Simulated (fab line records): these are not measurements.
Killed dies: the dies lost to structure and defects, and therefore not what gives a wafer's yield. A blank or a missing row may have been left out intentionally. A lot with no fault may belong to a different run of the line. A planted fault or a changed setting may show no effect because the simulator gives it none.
The same fault as seen by 2 desks :: flow gf180mcu :: each desk holds nothing but its own numbers, with what lay behind them at the end

## METROLOGY DESK
What the gauges read for every lot (on any tool): the sampled wafers with a number, averaged. The brackets show how far a lot's mean lies from the usual mean; more than 4 standard deviations puts the lot out of limits, marked OUT.
Columns: A = LVPWELL_TW at GF_LVPWELL_TW_MEAS_11, usual 559; B = MVPSD_TW at GF_MVPSD_TW_MEAS_11, usual 554; C = LVPWELL_RS at GF_VT_IMPLANT_RS_MEAS_48, usual 1196 ohm/sq
lot: L462
first seen here: day 3 22:55
A: 556
B: 554
C: 1196

lot: L464
first seen here: day 4 07:55
A: 556
B: 553
C: 1198

lot: L465
first seen here: day 4 14:13
A: 556
B: 562
C: 1192

lot: L466
first seen here: day 4 18:22
A: 556
B: 554
C: 1191

lot: L467
first seen here: day 5 01:38
A: 567
B: 549
C: 1197

lot: L468
first seen here: day 5 05:25
A: 562
B: 558
C: 1200

lot: L469
first seen here: day 5 11:01
A: 561
B: 554
C: 1195

lot: L476
first seen here: day 7 06:50
A: 547
B: 554
C: 1230 (+11) OUT

lot: L479
first seen here: day 7 20:36
A: 558
B: 558
C: 1201

lot: L478
first seen here: day 7 20:56
A: 561
B: 557
C: 1195

lot: L482
first seen here: day 8 13:39
A: 559
B: 554
C: 1198

lot: L485
first seen here: day 9 05:07
A: 558
B: 547
C: 1195
Per this desk, out of limits: L476; the first was L476, day 11 12:29 (LVPWELL_RS at GF_VT_IMPLANT_RS_MEAS_48). L462, L464, L465, L466, L467, L468, L469, L479, L478, L482, L485: within limits.

## TOOL OWNER'S DESK, implanter-02
The tool's own readings at GF_LVPWELL_IMPLANT_08: means of the sampled wafers that have a number, for each lot that ran on this tool. The brackets show how far a lot's mean lies from the usual mean; more than 4 standard deviations puts the lot out of limits, marked OUT.
Columns: A = dose ions cm2 at GF_LVPWELL_IMPLANT_08, usual 1.4999e+13; B = faraday current uA at GF_LVPWELL_IMPLANT_08, usual 84.5
lot: L462
first seen here: day 3 22:32
A: 1.5013e+13
B: 84.0

lot: L464
first seen here: day 4 07:31
A: 1.5000e+13
B: 84.6

lot: L465
first seen here: day 4 13:50
A: 1.4995e+13
B: 83.7

lot: L466
first seen here: day 4 17:58
A: 1.4999e+13
B: 85.6

lot: L467
first seen here: day 5 01:16
A: 1.5001e+13
B: 81.6

lot: L468
first seen here: day 5 05:01
A: 1.5019e+13
B: 82.7

lot: L469
first seen here: day 5 10:38
A: 1.5018e+13
B: 85.2

lot: L476
first seen here: day 7 06:26
A: 1.4998e+13
B: 84.6
This desk found nothing out of limits on any of the 8 lots.

## ALL TOGETHER
L476 would have let the metrology desk raise an alarm at day 11 12:29.
The desk of the tool owner found nothing out of limits.
On record at the tool owner's desk: L476, within its limits.
The lots listed all ran GF_LVPWELL_IMPLANT_08 on implanter-02.

## WHAT WAS PUT IN BY THE SIMULATOR
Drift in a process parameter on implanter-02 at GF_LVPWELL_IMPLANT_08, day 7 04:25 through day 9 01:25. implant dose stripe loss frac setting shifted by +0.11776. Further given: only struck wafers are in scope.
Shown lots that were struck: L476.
Delay in hours, fault start to first out-of-limits reading, per desk: metrology desk 104.
